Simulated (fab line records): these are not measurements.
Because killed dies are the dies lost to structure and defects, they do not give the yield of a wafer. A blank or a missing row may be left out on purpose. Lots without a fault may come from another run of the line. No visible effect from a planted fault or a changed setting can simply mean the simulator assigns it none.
2 desks looking at one fault	flow sky130	numbers are kept per desk, each desk with only its own; the story behind them comes last

FROM THE METROLOGY DESK
What the gauges read, lot by lot, whatever tool the lot ran on: means of the sampled wafers that have a number. A lot is out of limits, marked OUT, if its mean lies more than 4 standard deviations from the usual mean; the brackets give that distance. Readings shown: 7 of its 8, picked as those furthest out on some lot.
Columns: A = cd_nm at SKY_VIA1_CD_MEAS_12, usual 149.1 nm; B = VIA1_OVL at SKY_VIA1_OVL_MEAS_13, usual 1 nm; C = VIA1_W_RS at SKY_VIA1_RS_MEAS_22, usual 0.424 ohm/sq; D = VIA1_W_THK at SKY_VIA1_THK_MEAS_23, usual 268 nm; E = METAL2_ALCU_RS at SKY_METAL2_RS_MEAS_05, usual 0.1274 ohm/sq; F = METAL2_ALCU_THK at SKY_METAL2_THK_MEAS_06, usual 244 nm; G = METAL2_OVL at SKY_METAL2_OVL_MEAS_16, usual -5 nm
lot	first seen here	A	B	C	D	E	F	G
L927	day 35 11:47	147.8	-3	0.424	272	0.1275	244	-12
L930	day 38 19:22	149.8	4	0.426	267	0.1271	242	-3
L933	day 38 20:20	149.7	7	0.428	267	0.1277	244	-4
L938	day 39 03:36	150.9	6	0.424	268	0.1260	248	-11
L939	day 39 05:14	147.9	-3	0.423	266	0.1269	245	-1
L940	day 39 06:26	151.9	7	0.427	267	0.1261	247	1
This desk found nothing out of limits on any of the 6 lots.

AT THE TOOL OWNER'S DESK: cmp-02
The tool's own readings at SKY_VIA1_CMP_24 (polishes, stops on SiO2, t overpolish 15 s, target thk 0 nm): means of the sampled wafers that have a number, for each lot that ran on this tool. A lot is out of limits, marked OUT, if its mean lies more than 4 standard deviations from the usual mean; the brackets give that distance.
Columns: A = motor_current_A at SKY_VIA1_CMP_24, usual 10.9 A; B = overpolish_run_s at SKY_VIA1_CMP_24, usual 14.999 s; C = platen_rpm at SKY_VIA1_CMP_24, usual 60.00 rpm; D = time_to_endpoint_s at SKY_VIA1_CMP_24, usual 65 s
lot	first seen here	A	B	C	D
L927	day 35 13:07	10.5	14.998	60.02	64
L930	day 38 22:26	10.6	14.998	59.98	67
L938	day 39 04:47	10.2	15.007	60.04	62
L939	day 39 06:23	11.6	15.009	60.01	59
L940	day 39 07:35	10.7	15.012	59.98	57
This desk found nothing out of limits on any of the 5 lots.

ALL TOGETHER
The metrology desk saw nothing out of limits.
The desk of the tool owner found nothing out of limits.

WHAT HAD BEEN PUT IN BY THE SIMULATOR
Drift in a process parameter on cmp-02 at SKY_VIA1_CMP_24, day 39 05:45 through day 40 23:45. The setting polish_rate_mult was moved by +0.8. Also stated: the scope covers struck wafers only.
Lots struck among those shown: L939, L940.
